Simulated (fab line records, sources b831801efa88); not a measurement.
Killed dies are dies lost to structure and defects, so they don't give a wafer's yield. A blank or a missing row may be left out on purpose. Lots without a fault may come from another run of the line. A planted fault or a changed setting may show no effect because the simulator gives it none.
Which tool did it? | flow gf180mcu | 12 lots, 36 wafers sampled, at 6 steps of a route of 602

WHAT THE GAUGES READ, wafer by wafer
GF_STI_THK_MEAS_02.
lot  | measured    | on            | STI_OXIDATION_THK (nm)
L740 | day 1 17:25 | film_metro-02 | 10.39 10.21 10.37
L741 | day 1 22:21 | film_metro-04 | 9.94 10.03 9.96
L742 | day 2 02:46 | film_metro-03 | 9.93 10.17 10.02
L746 | day 2 22:31 | film_metro-04 | 9.68 9.80 9.71
L748 | day 3 09:38 | film_metro-03 | 9.65 9.59 9.65
L749 | day 3 14:05 | film_metro-02 | 9.64 9.74 9.66
L750 | day 3 18:44 | film_metro-02 | 9.76 9.76 9.79
L752 | day 4 05:28 | film_metro-04 | 10.18 10.01 10.23
L756 | day 5 00:59 | film_metro-02 | 9.96 9.93 10.13
L758 | day 5 10:31 | film_metro-04 | 10.16 10.18 10.08
L760 | day 5 20:38 | film_metro-04 | 10.13 10.09 10.01
L761 | day 6 01:31 | film_metro-02 | 9.77 10.04 9.88

GF_MVSD_TW_MEAS_11.
lot  | measured    | on            | MVSD_TW
L740 | day 4 17:05 | film_metro-01 | 1562 1568 1563
L741 | day 4 23:31 | film_metro-04 | 1571 1570 1582
L742 | day 5 05:32 | film_metro-01 | 1555 1555 1560
L746 | day 6 03:46 | film_metro-04 | 1758 1753 1750
L748 | day 6 14:59 | film_metro-03 | 1617 1615 1618
L749 | day 6 22:02 | film_metro-04 | 1577 1583 1590
L750 | day 7 01:59 | film_metro-01 | 1738 1747 1739
L752 | day 7 15:47 | film_metro-01 | 1566 1557 1564
L756 | day 8 13:53 | film_metro-04 | 1569 1568 1568
L758 | day 8 23:46 | film_metro-04 | 1568 1568 1565
L760 | day 9 14:08 | film_metro-03 | 1605 1606 1609
L761 | day 9 19:34 | film_metro-03 | 1619 1615 1608

GF_VT_IMPLANT_RS_MEAS_46: measures by four-point-probe.
lot  | measured     | on            | MVSD_RS (ohm/sq)
L740 | day 7 20:28  | film_metro-03 | 457.1 457.2 457.6
L741 | day 8 03:56  | film_metro-03 | 457.8 457.4 457.1
L742 | day 8 11:04  | film_metro-03 | 456.8 458.7 458.5
L746 | day 9 11:59  | film_metro-03 | - - -
L748 | day 10 00:37 | film_metro-03 | 455.9 455.5 456.6
L749 | day 10 09:18 | film_metro-03 | 456.4 456.3 456.2
L750 | day 10 14:54 | film_metro-04 | - - -
L752 | day 11 05:25 | film_metro-03 | 456.8 455.4 457.0
L756 | day 12 07:55 | film_metro-04 | 457.1 456.6 457.5
L758 | day 12 19:05 | film_metro-04 | 456.8 456.2 456.5
L760 | day 13 11:50 | film_metro-01 | 454.8 454.6 455.3
L761 | day 13 20:04 | film_metro-03 | 456.8 455.6 454.9

GF_DUAL_GATE_THK_MEAS_03.
lot  | measured     | on            | DUAL_GATE_OXIDATION_00_THK (nm)
L740 | day 7 23:33  | film_metro-03 | 10.87 10.98 11.15
L741 | day 8 06:06  | film_metro-04 | 11.17 11.27 11.17
L742 | day 8 14:03  | film_metro-03 | 10.91 10.88 10.68
L746 | day 9 14:05  | film_metro-04 | 10.59 10.57 10.62
L748 | day 10 02:45 | film_metro-04 | 10.65 10.63 10.69
L749 | day 10 12:17 | film_metro-02 | 10.79 11.11 10.97
L750 | day 10 17:01 | film_metro-02 | 10.96 10.86 10.98
L752 | day 11 07:59 | film_metro-02 | 11.15 11.08 11.18
L756 | day 12 10:02 | film_metro-03 | 10.80 10.75 10.73
L758 | day 12 23:57 | film_metro-02 | 10.97 10.95 10.98
L760 | day 13 13:56 | film_metro-02 | 10.85 11.02 10.86
L761 | day 13 22:34 | film_metro-04 | 10.95 11.02 10.78

WHICH TOOL RAN EACH LOT (tool, then ch and the chambers of the sampled wafers, then the start)
lot  | GF_MVSD_IMPLANT_08             | GF_VT_IMPLANT_STRIP_20
L740 | implanter-02 ch 0, day 4 16:41 | plasma_asher-04 ch 0,1, day 6 12:58
L741 | implanter-02 ch 0, day 4 23:07 | plasma_asher-01 ch 0,1, day 6 20:22
L742 | implanter-04 ch 0, day 5 05:09 | plasma_asher-04 ch 0,1, day 7 02:28
L746 | implanter-02 ch 0, day 6 03:22 | plasma_asher-02 ch 0,1, day 8 02:50
L748 | implanter-03 ch 0, day 6 14:36 | plasma_asher-02 ch 0,1, day 8 14:34
L749 | implanter-03 ch 0, day 6 21:38 | plasma_asher-01 ch 0,1, day 8 22:40
L750 | implanter-02 ch 0, day 7 01:35 | plasma_asher-04 ch 0,1, day 9 03:22
L752 | implanter-03 ch 0, day 7 15:25 | plasma_asher-01 ch 0,1, day 9 17:00
L756 | implanter-03 ch 0, day 8 13:29 | plasma_asher-01 ch 0,1, day 10 17:22
L758 | implanter-03 ch 0, day 8 23:22 | plasma_asher-04 ch 0,1, day 11 04:19
L760 | implanter-02 ch 0, day 9 13:44 | plasma_asher-04 ch 0,1, day 11 21:10
L761 | implanter-02 ch 0, day 9 19:10 | plasma_asher-02 ch 1, day 12 03:40
- GF_MVSD_IMPLANT_08
- GF_VT_IMPLANT_STRIP_20: strips in O2/N2.

WHAT THE TOOLS THEMSELVES READ (means of the sampled wafers that have a number; where no wafer has one, the mark that the record gives instead)
GF_MVSD_IMPLANT_08.
lot  | tool         | beam_on_s (s) | tilt_deg (degrees)
L740 | implanter-02 | 9.99          | -0.008
L741 | implanter-02 | 9.94          | 0.014
L742 | implanter-04 | 10.01         | 0.004
L746 | implanter-02 | 9.99          | 11.982
L748 | implanter-03 | 10.01         | 0.008
L749 | implanter-03 | 10.18         | -0.006
L750 | implanter-02 | 9.80          | 11.976
L752 | implanter-03 | 9.99          | -0.007
L756 | implanter-03 | 9.70          | 0.008
L758 | implanter-03 | 10.27         | 0.007
L760 | implanter-02 | 10.12         | -0.023
L761 | implanter-02 | 9.84          | 0.019

GF_VT_IMPLANT_STRIP_20.
lot  | tool            | drypump_motor_current_A (A) | heater_power_w (W) | oes_product_au (a.u.) | strip_time_to_endpoint_s (s)
L740 | plasma_asher-04 | 5.91                        | 299                | 0.714                 | 12.60
L741 | plasma_asher-01 | 5.80                        | 338                | 0.713                 | 12.68
L742 | plasma_asher-04 | 6.08                        | 272                | 0.718                 | 12.65
L746 | plasma_asher-02 | 5.59                        | 314                | 0.717                 | 12.54
L748 | plasma_asher-02 | 5.60                        | 314                | 0.714                 | 12.59
L749 | plasma_asher-01 | 5.70                        | 352                | 0.717                 | 12.61
L750 | plasma_asher-04 | 6.07                        | 265                | 0.714                 | 12.57
L752 | plasma_asher-01 | 5.66                        | 350                | 0.713                 | 12.61
L756 | plasma_asher-01 | 5.78                        | 334                | 0.718                 | 12.56
L758 | plasma_asher-04 | 5.89                        | 298                | 0.718                 | 12.63
L760 | plasma_asher-04 | 5.87                        | 292                | 0.721                 | 12.60
L761 | plasma_asher-02 | 5.59                        | 310                | 0.714                 | 12.65

THE ANSWER, worked out from the rows above alone
Rule: what is usual is taken from the lots themselves. Put in order of their means at a reading, lots are off if they are a third of the lots or fewer, leave a main group of 4 or more, and stand apart from it by a gap of 3 or more times the standard deviation of the main group's means; of several such gaps the widest counts. A main group whose means are all the same, to the digits that the tables above print for the reading, isn't used. A lot without any number at a reading at which 4 lots or more have one is off too. The other lots that the step has rows for count as sound. The gauges are gone through in route order, then the tools' own readings, and for those a lot's mean is taken as printed above. The first step at which some lot is off is used, and at that step the reading that is off furthest; a lot without a number counts as furthest.
Off: L746, L750, at GF_MVSD_TW_MEAS_11 (MVSD_TW). The main group: mean 1581, standard deviation 22.
A tool fits if, at a process step before that reading, it ran every lot that is off, and no sound lot after the first of them. The gauges at GF_MVSD_TW_MEAS_11 aren't tried: what is off there is off at GF_MVSD_IMPLANT_08 too, on other tools, and a gauge's error can't cause that. None of those tried fits.

WHAT THE SIMULATOR HAD PUT IN
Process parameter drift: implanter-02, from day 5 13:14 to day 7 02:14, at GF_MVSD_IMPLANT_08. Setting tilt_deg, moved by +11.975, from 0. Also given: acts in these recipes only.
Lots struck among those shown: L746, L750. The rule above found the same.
